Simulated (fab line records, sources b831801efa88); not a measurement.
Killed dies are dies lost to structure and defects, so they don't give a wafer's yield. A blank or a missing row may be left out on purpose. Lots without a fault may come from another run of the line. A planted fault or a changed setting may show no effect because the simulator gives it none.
fab line records | flow gf180mcu | part 2 of 2: steps 32 to 44 of 44
record lots=5 wafers=15 last_day=34
route steps=602 shown DUAL_GATE@153 POLY_GATE@157 HV_LDD@176
lots that met no fault: from a run of the same line without faults
start_h: hours from the record's first day to the start of the lot's first wafer shown | wait_h: hours since the lot's step before | " the same as in the row above | L1.1+2: a row that stands for several wafers | - no value, or no start given | * or withheld: withheld | < > ~ a bound
route shown NAME@n: a module of which the file shows steps, and the number in the route of the first | usual: mean/standard deviation of fault-free wafers | same: alike in all rows | chamber/n: place in a boat | sites: the reading at each site | _std_site: their standard deviation | _edge_site: outer sites' mean less inner sites' | radius_mm: how far each site lies from the wafer's centre | mask NAME#n: copy n | behind: the tool/chamber that last shaped the wafer | hold: why the lot was held/for how many hours/how that ended | device: the transistor (n, p or np) that didn't switch | end of line: the same wafers' tests at the end of the route | a step without rows: its recipe alone | killed: dies lost to structure and defects at the first sort, not the wafer's yield | map: a wafer's dies, x killed, . not, _ none there
set.NAME: the setting as run; set.NAME@STEP: as run at that earlier step | model.NAME: the simulator's own value behind a step, which no gauge read
lots at some steps of the route; a table a step, a row a wafer
services: from which hour (start_h, from the record's first day; less than 0 if before it) a tool's chamber was out of use, for how many hours, and why
## steps
# step GF_HV_LDD_OVL_MEAS_08
# usual HV_LDD_OVL=1.0/1.2
# columns lot.wafer tool chamber start_h wait_h HV_LDD_OVL[nm]
L074.2 overlay-01 - 214.90 0.1 0.2
L074.3 " - " " -0.5
L074.5 " - " " 1.5
L081.1 overlay-01 - 267.66 0.1 2.4
L081.3 " - " " 1.1
L081.6 " - " " 0.6
L090.1 overlay-01 - 331.00 0.1 3.4
L090.3 " - " " 2.6
L090.6 " - " " 0.1
L095.2 overlay-01 - 373.70 0.1 3.3
L095.4 " - " " 3.3
L095.5 " - " " 1.5
L097.3 overlay-02 - 384.66 0.1 1.2
L097.4 " - " " 0.2
L097.6 " - " " 1.4
# step GF_HV_LDD_IMPLANT_09
# recipe species=As energy_kev=40 dose_cm2=1e+14 tilt_deg=7
# columns lot.wafer tool chamber start_h wait_h
L074.2+3+5 implanter-04 0 214.96 0.0
L081.1+3+6 implanter-03 0 267.70 0.0
L090.1+3+6 implanter-01 0 331.03 0.0
L095.2+4+5 implanter-03 0 373.76 0.0
L097.3+4+6 implanter-01 0 384.73 0.1
# step GF_HV_LDD_STRIP_10
# recipe chemistry=O2/N2 power_w=1400 pressure_mtorr=1500 platen_temp_c=250 o2_flow_sccm=3000 n2_flow_sccm=300 overash_fraction=0.5
# usual drypump_motor_current_A=5.6/0.49 heater_power_w=334/44 n2_flow_sccm=300.0/0.83 oes_product_au=0.715/0.0048 strip_time_to_endpoint_s=12.62/0.033
# columns lot.wafer tool chamber start_h wait_h drypump_motor_current_A heater_power_w n2_flow_sccm oes_product_au rf_hours_counter_h strip_time_to_endpoint_s
L074.2 plasma_asher-02 1 215.08 0.1 6.3 418 300.4 0.705 62 12.62
L074.3 " 0 " " 5.3 303 300.9 0.721 - 12.61
L074.5 " 1 " " 6.3 410 300.4 0.723 - 12.59
L081.1 plasma_asher-03 0 267.85 0.1 5.7 309 300.1 0.713 12 12.60
L081.3 " 1 " " 4.9 322 298.7 0.718 - 12.66
L081.6 " 1 " " 4.9 319 300.5 0.712 - 12.60
L090.1 plasma_asher-02 1 331.18 0.1 6.3 416 299.1 0.718 74 12.60
L090.3 " 0 " " 5.3 308 300.3 0.710 - 12.59
L090.6 " 0 " " 5.3 314 300.3 0.710 - 12.63
L095.2 plasma_asher-02 0 373.88 0.1 5.3 313 299.9 0.710 79 12.63
L095.4 " 0 " " 5.3 309 300.0 0.720 - 12.58
L095.5 " 0 " " 5.3 304 300.5 0.714 - 12.59
L097.3 plasma_asher-03 1 384.86 0.1 4.9 321 301.1 0.715 - 12.54
L097.4 " 0 " " 5.7 304 299.4 0.715 - 12.60
L097.6 " 0 " " 5.7 313 298.5 0.715 - 12.56
# step GF_HV_LDD_TW_MEAS_11
# usual HV_LDD_TW=2404/25
# columns lot.wafer tool chamber start_h wait_h HV_LDD_TW
L074.2 film_metro-01 - 215.19 0.1 2438
L074.3 " - " " 2421
L074.5 " - " " 2422
L081.1 film_metro-01 - 267.95 0.1 2425
L081.3 " - " " 2421
L081.6 " - " " 2424
L090.1 film_metro-03 - 331.28 0.1 2401
L090.3 " - " " 2409
L090.6 " - " " 2396
L095.2 film_metro-04 - 373.99 0.1 2395
L095.4 " - " " 2391
L095.5 " - " " 2385
L097.3 film_metro-04 - 384.95 0.1 2386
L097.4 " - " " 2415
L097.6 " - " " 2401
# step GF_HV_LDD_DEHYDRATE_12
# recipe temp_c=200 time_s=60
# columns lot.wafer tool chamber start_h wait_h
L074.2+3+5 litho_track-03 0 223.30 8.1
L081.1+3+6 litho_track-04 0 277.29 9.3
L090.1+3+6 litho_track-04 0 341.69 10.4
L095.2+4+5 litho_track-02 0 384.55 10.5
L097.3+4+6 litho_track-04 0 396.29 11.3
# step GF_HV_LDD_HMDS_13
# recipe prime_time_s=60 prime_temp_c=120
# same prime_time_s=60
# columns lot.wafer tool chamber start_h wait_h
L074.2+3+5 litho_track-03 0 223.45 0.1
L081.1+3+6 litho_track-04 0 277.44 0.1
L090.1+3+6 litho_track-04 0 341.84 0.1
L095.2+4+5 litho_track-02 0 384.70 0.1
L097.3+4+6 litho_track-04 0 396.44 0.1
# step GF_HV_LDD_COAT_14
# recipe resist=NOVOLAK spin_rpm=3000 resist_thk_nm=1000
# columns lot.wafer tool chamber start_h wait_h
L074.2+3+5 litho_track-03 0 223.60 0.1
L081.1+3+6 litho_track-04 0 277.59 0.1
L090.1+3+6 litho_track-04 0 341.99 0.1
L095.2+4+5 litho_track-02 0 384.85 0.1
L097.3+4+6 litho_track-04 0 396.59 0.1
# step GF_HV_LDD_SOFTBAKE_15
# recipe temp_c=90 time_s=60 resist=NOVOLAK
# columns lot.wafer tool chamber start_h wait_h
L074.2+3+5 litho_track-03 0 223.75 0.1
L081.1+3+6 litho_track-04 0 277.74 0.1
L090.1+3+6 litho_track-04 0 342.14 0.1
L095.2+4+5 litho_track-02 0 385.00 0.1
L097.3+4+6 litho_track-04 0 396.74 0.1
# step GF_HV_LDD_EXPOSE_16
# recipe mask_id=Pplus_LV_AREA target_cd_nm=400 na=0.6 source_shape=conventional sigma_outer=0.6 dose_mj=140
# columns lot.wafer tool chamber start_h wait_h mask
L074.2+3+5 iline_stepper-02 0 - - Pplus_LV_AREA#0
L081.1+3+6 iline_stepper-02 0 - - Pplus_LV_AREA#0
L090.1+3+6 iline_stepper-02 0 - - Pplus_LV_AREA#0
L095.2+4+5 iline_stepper-01 0 - - Pplus_LV_AREA#0
L097.3+4+6 iline_stepper-01 0 - - Pplus_LV_AREA#0
# step GF_HV_LDD_PEB_17
# recipe temp_c=withheld time_s=* resist=NOVOLAK
# columns lot.wafer tool chamber start_h wait_h
L074.2+3+5 litho_track-04 0 - -
L081.1+3+6 litho_track-03 0 - -
L090.1+3+6 litho_track-02 0 - -
L095.2+4+5 litho_track-03 0 - -
L097.3+4+6 litho_track-04 0 - -
# step GF_HV_LDD_DEVELOP_18
# recipe develop_time_s=60 dev_temp_c=23
# columns lot.wafer tool chamber start_h wait_h
L074.2+3+5 litho_track-04 0 232.52 0.1
L081.1+3+6 litho_track-03 0 286.73 0.1
L090.1+3+6 litho_track-02 0 352.93 0.1
L095.2+4+5 litho_track-03 0 396.55 0.1
L097.3+4+6 litho_track-04 0 407.34 0.1
# step GF_HV_LDD_CD_MEAS_19
# recipe target_cd_nm=400
# usual cd_nm=400.4/2.1
# columns lot.wafer tool chamber start_h wait_h cd_nm
L074.2 cd_sem-01 - 232.66 0.1 402.7
L074.3 " - " " 400.8
L074.5 " - " " 402.0
L081.1 cd_sem-01 - 286.88 0.1 402.5
L081.3 " - " " 402.4
L081.6 " - " " 404.1
L090.1 cd_sem-02 - 353.08 0.1 397.4
L090.3 " - " " 398.9
L090.6 " - " " 399.5
L095.2 cd_sem-02 - 396.69 0.1 400.8
L095.4 " - " " 400.3
L095.5 " - " " 402.2
L097.3 cd_sem-01 - 407.48 0.1 397.6
L097.4 " - " " 401.3
L097.6 " - " " 397.7
# step GF_HV_LDD_OVL_MEAS_20
# usual HV_LDD_01_OVL=0.2/1.3
# columns lot.wafer tool chamber start_h wait_h HV_LDD_01_OVL[nm]
L074.2 overlay-02 - 232.77 0.1 1.4
L074.3 " - " " 3.6
L074.5 " - " " 0.8
L081.1 overlay-01 - 287.00 0.1 0.6
L081.3 " - " " 0.4
L081.6 " - " " 0.6
L090.1 overlay-02 - 353.20 0.1 0.8
L090.3 " - " " 1.4
L090.6 " - " " 2.7
L095.2 overlay-01 - 396.80 0.1 0.8
L095.4 " - " " 2.5
L095.5 " - " " 3.0
L097.3 overlay-01 - 407.57 0.1 1.1
L097.4 " - " " 0.5
L097.6 " - " " 1.0
## services
# columns tool chamber start_h hours kind
furnace-01 - 156.51 2.7 pm
plasma_asher-03 - 158.30 28.1 pm
krf_scanner-01 - 160.76 1.0 pm
rie_si-02 3 161.55 7.1 repair
plasma_asher-01 - 162.47 5.6 repair
krf_scanner-01 - 163.02 0.8 pm
krf_scanner-01 - 166.88 1.3 pm
furnace-02 - 167.25 1.5 repair
krf_scanner-01 - 168.18 4.4 pm
rie_diel-03 3 174.23 3.4 repair
krf_scanner-01 - 175.46 1.2 repair
rie_diel-03 0 179.40 10.3 repair
krf_scanner-01 - 200.29 0.2 repair
iline_stepper-02 - 202.76 5.9 repair
wet_bench-04 - 268.45 49.4 pm
furnace-01 - 286.85 3.5 pm
plasma_asher-01 - 291.86 2.8 pm
plasma_asher-02 - 304.29 7.7 repair
furnace-02 - 321.51 2.3 pm
iline_stepper-01 - 322.40 1.7 pm
furnace-01 - 325.22 4.2 pm
plasma_asher-03 - 347.91 2.8 pm
plasma_asher-03 - 369.06 0.9 repair
plasma_asher-03 - 399.25 2.2 repair
